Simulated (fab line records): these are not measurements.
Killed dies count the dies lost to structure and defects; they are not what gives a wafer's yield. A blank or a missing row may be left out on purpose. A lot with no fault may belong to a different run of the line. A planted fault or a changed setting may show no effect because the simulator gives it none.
Struck lot and sound lot, side by side || flow sfq-line || 14 steps out of a route of 325
Sound: these wafers, L699.2, L699.4, L699.6. Struck: wafer L698.2 (left out: L698.3, a lot-mate that was not struck); the cause follows at the end.
Per side, at each step with rows, come the tool, then ch with its chambers, and then its first start. Under that, the readings that differ: sound wafers || struck wafers || difference of the means || sigmas: that difference in standard deviations of wafers without a fault.
alike: readings whose means differ by less than 2 such deviations, and words and numbers that are the same on both sides. not compared: withheld readings, readings that some wafer has no value for, bounds like >300 that may hide the same value, and numbers for which the record gives no deviation and whose values overlap.
The two part at a step that has a row with sigmas, a row that says differs or no value, or rows on one side only. Numbers that have no deviation but don't overlap get no sigmas and don't part them. Lack of a reading on every wafer of one side parts them only where that side has two or more wafers.

SFQ_INCOMING_BOW_MEAS_900:
  sound on film-metro-01 at day 5 04:01; struck on film-metro-03 at day 4 23:01
  alike: INCOMING_BOW
then, 1 step without rows for these wafers: SFQ_TRILAYER_INCOMING_OXIDATION_002 (target thk 500 nm, ox time 4939 s).
SFQ_TRILAYER_L0_DEP_SPUTTER_003: material MoNx KI, target thk 40 nm, time 100 s.
  sound on pvd-sputter-03 at day 5 06:29; struck on pvd-sputter-05 at day 5 01:29
{"reading": "base-pressure-pa (Pa)", "sound": "1.31e-06 1.31e-06 1.36e-06", "struck": 1.49e-06, "difference": "+1.63e-07", "sigmas": "+2"}
  alike: throttle-valve-pct
SFQ_L0_RS_MEAS_901: uses a four-point probe to measure.
  sound on film-metro-04 at day 5 06:35; struck on film-metro-04 at day 5 01:35
  alike: L0_MONX_KI_RS
SFQ_L0_THK_MEAS_902: measures by xrf.
  sound on film-metro-04 at day 5 06:41; struck on film-metro-04 at day 5 01:41
  alike: L0_MONX_KI_THK
then, 6 steps without rows for these wafers: SFQ_TRILAYER_L0_LITHO_COAT_010 (resist thk 62 nm); SFQ_TRILAYER_L0_LITHO_COAT_005 (resist thk 600 nm); SFQ_TRILAYER_L0_LITHO_SOFTBAKE_009; SFQ_TRILAYER_L0_LITHO_EXPOSE_006 (exposes mask L0, target cd 2000 nm); SFQ_TRILAYER_L0_LITHO_PEB_008 (peb time 60 s); SFQ_TRILAYER_L0_LITHO_DEVELOP_007 (time 60 s).
-- the record jumps here: 4 days lie between the struck wafers' starts before and after --
SFQ_TRILAYER_L0_BARC_OPEN_METAL_ETCH_010: etches BARC in O2, target depth 125 nm, time 41.7 s.
  sound on rie-metal-03 ch 0,1, day 8 23:44; struck on rie-metal-01 ch 1, day 8 20:08
{"reading": "oes-product-au (a.u.)", "sound": "0.691 0.680 0.686", "struck": 0.783, "difference": "+0.097", "sigmas": "+22"}
{"reading": "run-length-s (s)", "sound": "70.0 70.1 70.4", "struck": 62.5, "difference": -7.7, "sigmas": -23}
{"reading": "model.KrF_of_TRILAYER_L0_LITHO_COAT_005.thk-nm (nm)", "sound": "519.2 523 523", "struck": 536.2, "difference": "+14.5", "sigmas": ""}
  alike: drypump-motor-current-A
  not compared: rf-fwd-power-W, rf-hours-counter-h
SFQ_TRILAYER_L0_ETCH_METAL_ETCH_008: etches MoNx KI in SF6/O2, stops on SiO2, target depth 50 nm, time 25 s.
  sound on rie-metal-03 ch 0,1, day 8 23:47; struck on rie-metal-01 ch 1, day 8 20:11
{"reading": "model.KrF_of_TRILAYER_L0_LITHO_COAT_005.thk-nm (nm)", "sound": "477.3 481.4 480.8", "struck": 495.2, "difference": "+15.4", "sigmas": ""}
  alike: drypump-motor-current-A, oes-product-au, rf-fwd-power-W, run-length-s
  not compared: rf-hours-counter-h
SFQ_TRILAYER_L0_STRIP_STRIP_009: strips in O2.
  sound on rie-metal-03 ch 0,1, day 8 23:50; struck on rie-metal-01 ch 1, day 8 20:14
  alike: drypump-motor-current-A, oes-product-au
  not compared: rf-hours-counter-h

## WHERE THEY PART
First at SFQ_TRILAYER_L0_DEP_SPUTTER_003; last, within this record, at SFQ_TRILAYER_L0_BARC_OPEN_METAL_ETCH_010. Later steps at which nothing parts them and some readings are alike: SFQ_TRILAYER_L0_ETCH_METAL_ETCH_008, SFQ_TRILAYER_L0_STRIP_STRIP_009.

WHY: what the simulator had put in
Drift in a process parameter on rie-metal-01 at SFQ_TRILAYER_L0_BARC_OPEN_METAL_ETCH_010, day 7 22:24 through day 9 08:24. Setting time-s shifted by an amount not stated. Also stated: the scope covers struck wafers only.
